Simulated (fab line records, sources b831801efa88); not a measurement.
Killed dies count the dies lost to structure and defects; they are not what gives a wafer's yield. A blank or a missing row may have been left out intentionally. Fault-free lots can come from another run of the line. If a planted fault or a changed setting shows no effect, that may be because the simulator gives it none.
Matching of chambers / flow sky130 / 4 sister chambers for SKY_POLY_GATE_ETCH_15 on rie diel-03
The step etches BARC in N2/H2, stops on SiO2, time 118.5 s, target depth 110 nm. 14 wafers are shown with their chamber, then 7 later ones without.

## WAFERS WITH THEIR CHAMBER
wafer=L077.1; chamber=0; drypump motor current A (A)=5.4; rf fwd power W (W)=496.5; oes product au (a.u.)=0.717
wafer=L077.4; chamber=3; drypump motor current A (A)=5.1; rf fwd power W (W)=498.7; oes product au (a.u.)=0.713
wafer=L077.5; chamber=2; drypump motor current A (A)=5.6; rf fwd power W (W)=494.6; oes product au (a.u.)=0.712
wafer=L079.3; chamber=3; drypump motor current A (A)=5.1; rf fwd power W (W)=499.2; oes product au (a.u.)=0.715
wafer=L079.4; chamber=1; drypump motor current A (A)=5.3; rf fwd power W (W)=496.0; oes product au (a.u.)=0.709
wafer=L079.5; chamber=2; drypump motor current A (A)=5.7; rf fwd power W (W)=495.9; oes product au (a.u.)=0.710
wafer=L078.2; chamber=0; drypump motor current A (A)=5.5; rf fwd power W (W)=494.0; oes product au (a.u.)=0.717
wafer=L078.4; chamber=1; drypump motor current A (A)=5.2; rf fwd power W (W)=497.5; oes product au (a.u.)=0.721
wafer=L078.5; chamber=2; drypump motor current A (A)=5.7; rf fwd power W (W)=495.0; oes product au (a.u.)=0.718
wafer=L081.1; chamber=1; drypump motor current A (A)=5.3; rf fwd power W (W)=498.1; oes product au (a.u.)=0.720
wafer=L081.3; chamber=2; drypump motor current A (A)=5.7; rf fwd power W (W)=495.9; oes product au (a.u.)=0.720
wafer=L081.6; chamber=1; drypump motor current A (A)=5.3; rf fwd power W (W)=498.6; oes product au (a.u.)=0.715
wafer=L084.3; chamber=3; drypump motor current A (A)=5.1; rf fwd power W (W)=493.7; oes product au (a.u.)=0.713
wafer=L084.4; chamber=0; drypump motor current A (A)=5.4; rf fwd power W (W)=496.9; oes product au (a.u.)=0.716

SIGNATURES (means of the wafers above)
reading=drypump motor current A; chamber 0=5.433; chamber 1=5.275; chamber 2=5.675; chamber 3=5.100; scatter within a chamber=0.0465
reading=rf fwd power W; chamber 0=495.800; chamber 1=497.550; chamber 2=495.350; chamber 3=497.200; scatter within a chamber=1.69
reading=oes product au; chamber 0=0.71667; chamber 1=0.71625; chamber 2=0.71500; chamber 3=0.71367; scatter within a chamber=0.00403
Rule: a wafer's distance from a chamber is the root of the sum, over the readings, of the square of ((its reading less the chamber's mean) divided by the reading's scatter). The wafer belongs to the nearest chamber; if the next one is less than 2 further off, it can't be placed. The scatter: the root of (the sum of the squares of (reading less its chamber's mean) over the shown wafers, divided by (wafers less chambers)).

## WAFERS WITH NO CHAMBER GIVEN
wafer=L084.6; drypump motor current A (A)=5.3; rf fwd power W (W)=499.6; oes product au (a.u.)=0.720
wafer=L086.2; drypump motor current A (A)=5.5; rf fwd power W (W)=495.7; oes product au (a.u.)=0.713
wafer=L086.4; drypump motor current A (A)=5.3; rf fwd power W (W)=496.2; oes product au (a.u.)=0.718
wafer=L086.6; drypump motor current A (A)=5.7; rf fwd power W (W)=494.4; oes product au (a.u.)=0.722
wafer=L097.1; drypump motor current A (A)=5.6; rf fwd power W (W)=497.4; oes product au (a.u.)=0.715
wafer=L097.2; drypump motor current A (A)=5.5; rf fwd power W (W)=495.2; oes product au (a.u.)=0.722
wafer=L097.4; drypump motor current A (A)=5.2; rf fwd power W (W)=499.4; oes product au (a.u.)=0.720

## WHICH CHAMBER EACH ONE RAN IN
wafer=L084.6; from the rows above=1; in truth=1
wafer=L086.2; from the rows above=0; in truth=0
wafer=L086.4; from the rows above=can't be placed: 1 or 0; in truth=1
wafer=L086.6; from the rows above=2; in truth=2
wafer=L097.1; from the rows above=can't be placed: 2 or 0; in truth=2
wafer=L097.2; from the rows above=0; in truth=0
wafer=L097.4; from the rows above=can't be placed: 1 or 3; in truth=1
Placed correctly: 4 of 7. Cannot be placed on the basis of these rows: 3; the candidates contain the true chamber in 3. Number placed wrongly: 0.
